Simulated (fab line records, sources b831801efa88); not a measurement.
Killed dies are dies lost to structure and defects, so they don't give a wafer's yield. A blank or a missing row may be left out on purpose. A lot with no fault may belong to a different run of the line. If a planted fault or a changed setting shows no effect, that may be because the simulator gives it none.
Which tool did it? ; flow gf180mcu ; 14 lots, 42 wafers sampled, at 4 steps of a route of 602

## WHAT THE GAUGES SHOWED, per wafer
GF_VT_IMPLANT_OVL_MEAS_40.
lot;measured;on;VT_IMPLANT_03_OVL (nm)
L108;day 7 11:31;overlay-01;-2.9 -2.4 -2.0
L109;day 7 17:22;overlay-01;0.4 0.0 0.9
L111;day 8 07:12;overlay-02;0.7 0.8 0.9
L112;day 8 15:04;overlay-02;-1.7 -1.6 -0.7
L113;day 8 22:07;overlay-02;1.6 2.0 3.5
L117;day 9 22:46;overlay-01;-3.8 -1.4 -3.3
L118;day 10 08:33;overlay-01;-2.0 -1.0 -2.3
L119;day 10 14:16;overlay-01;0.3 0.6 0.3
L120;day 10 23:42;overlay-02;-0.9 -0.2 -0.3
L121;day 11 04:57;overlay-02;-0.4 2.1 0.8
L126;day 12 16:23;overlay-01;0.3 -1.1 -1.5
L127;day 12 22:43;overlay-01;-0.7 -0.1 -1.2
L129;day 13 08:51;overlay-01;-0.7 -1.5 -1.4
L131;day 14 00:25;overlay-01;0.7 -0.8 -2.0

GF_POLY_GATE_OVL_MEAS_11.
lot;measured;on;POLY_GATE_OVL (nm)
L108;day 9 02:29;overlay-01;4 3 5
L109;day 9 08:29;overlay-01;0 -3 -4
L111;day 10 01:58;overlay-01;-4 -7 -6
L112;day 10 08:26;overlay-02;1 -3 2
L113;day 10 14:19;overlay-02;-2 -1 0
L117;day 11 19:14;overlay-01;3 2 12
L118;day 12 08:35;overlay-02;11 5 1
L119;day 12 12:47;overlay-01;5 -3 2
L120;day 12 22:31;overlay-01;-11 -12 -7
L121;day 13 07:35;overlay-01;-6 -5 -5
L126;day 14 16:14;overlay-01;-6 -2 -8
L127;day 14 21:20;overlay-01;1 -1 -2
L129;day 15 11:16;overlay-02;3 5 7
L131;day 16 01:37;overlay-02;-9 -9 -8

GF_HV_LDD_CD_MEAS_07: the cd target is 400 nm.
lot;measured;on;cdNm (nm)
L108;day 9 21:45;cdSem-01;402.5 399.0 401.2
L109;day 10 04:04;cdSem-01;396.7 395.6 397.9
L111;day 10 21:36;cdSem-01;398.6 400.6 400.8
L112;day 11 04:11;cdSem-01;400.9 398.5 397.9
L113;day 11 09:51;cdSem-02;403.1 400.8 403.4
L117;day 12 16:59;cdSem-01;396.3 398.7 399.1
L118;day 13 06:24;cdSem-01;402.5 402.6 401.0
L119;day 13 10:48;cdSem-02;396.6 394.9 394.2
L120;day 13 20:06;cdSem-02;400.5 403.8 400.3
L121;day 14 05:42;cdSem-01;399.9 403.5 400.7
L126;day 15 15:55;cdSem-02;402.3 400.7 399.9
L127;day 15 20:46;cdSem-01;398.6 401.8 399.8
L129;day 16 11:09;cdSem-02;396.9 397.9 398.4
L131;day 17 03:03;cdSem-01;403.8 403.9 401.2

## WHICH TOOL RAN EACH LOT (tool, then ch and the chambers of the sampled wafers, then the start)
lot;GF_POLY_GATE_ETCH_12
L108;rieDiel-03 ch 0,2,3, day 9 02:31
L109;rieDiel-01 ch 0,1,2, day 9 08:31
L111;rieDiel-04 ch 0,2, day 10 02:01
L112;rieDiel-03 ch 1,3, day 10 08:27
L113;rieDiel-01 ch 1,2,3, day 10 14:21
L117;rieDiel-01 ch 1,3, day 11 19:16
L118;rieDiel-04 ch 0,1,3, day 12 08:37
L119;rieDiel-01 ch 2,3, day 12 12:49
L120;rieDiel-01 ch 1,2, day 12 22:33
L121;rieDiel-04 ch 0,1,2, day 13 07:37
L126;rieDiel-03 ch 0,2,3, day 14 16:17
L127;rieDiel-04 ch 0,2,3, day 14 21:22
L129;rieDiel-04 ch 0,2,3, day 15 11:19
L131;rieDiel-03 ch 0,1, day 16 01:39
- GF_POLY_GATE_ETCH_12: etches BARC in N2/H2.

## WHAT THE TOOLS THEMSELVES READ (means of the sampled wafers that have a number; where no wafer has one, the mark that the record gives instead)
GF_POLY_GATE_ETCH_12.
lot;tool;biasW (W);drypumpMotorCurrentA (A);oesProductAu (a.u.);throttleValvePct (%)
L108;rieDiel-03;100.17;5.5;0.738;13.215
L109;rieDiel-01;99.91;6.1;0.737;13.214
L111;rieDiel-04;100.12;5.7;0.740;13.216
L112;rieDiel-03;100.08;5.3;0.740;13.214
L113;rieDiel-01;100.03;5.8;0.731;13.218
L117;rieDiel-01;100.24;5.8;0.737;13.211
L118;rieDiel-04;100.03;5.5;0.736;13.208
L119;rieDiel-01;100.04;5.8;0.738;13.220
L120;rieDiel-01;99.70;5.8;0.735;13.209
L121;rieDiel-04;100.31;5.5;0.737;13.210
L126;rieDiel-03;99.86;5.4;0.736;13.212
L127;rieDiel-04;90.53;5.7;0.738;13.208
L129;rieDiel-04;90.70;5.7;0.736;13.213
L131;rieDiel-03;100.04;5.0;0.731;13.214

## THE ANSWER, worked out from the rows above alone
Rule: usual is defined by the lots themselves. Put in order of their means at a reading, lots are off if they are a third of the lots or fewer, leave a main group of 4 or more, and stand apart from it by a gap of 3 or more times the standard deviation of the main group's means; of several such gaps the widest counts. Not used: any main group whose means are identical at the precision the tables above print for the reading. A lot without any number at a reading at which 4 lots or more have one is off too. All remaining lots with rows at the step are treated as sound. The gauges are gone through in route order, then the tools' own readings, and for those a lot's mean is taken as printed above. At the first step where some lot is off, the reading lying furthest off is the one used; lots without a number count as furthest.
Off: L127, L129, at GF_POLY_GATE_ETCH_12 (biasW). The main group: mean 100.04 W, standard deviation 0.16.
If a tool, at that step or one of the process steps before it, ran each lot that is off and ran no sound lot following the first of them, it fits. One fits: GF_POLY_GATE_ETCH_12 on rieDiel-04. Its last sound lot is L121 (day 13 07:37), its first lot that is off L127 (day 14 21:22): a fault that began between those two fits.
On the lots that are off, the tool's own readings at GF_POLY_GATE_ETCH_12 differ by more than 5 times the standard deviation of the sound lots' means, which bears it out; biasW reads 90.62 W there versus 100.04 W on the sound lots.

## WHAT WAS PUT IN BY THE SIMULATOR
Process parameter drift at GF_POLY_GATE_ETCH_12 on rieDiel-04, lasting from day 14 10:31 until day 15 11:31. The setting biasW was moved by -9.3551, starting from 100. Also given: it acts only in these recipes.
Shown lots that were struck: L127, L129. The rule given above showed the same thing.
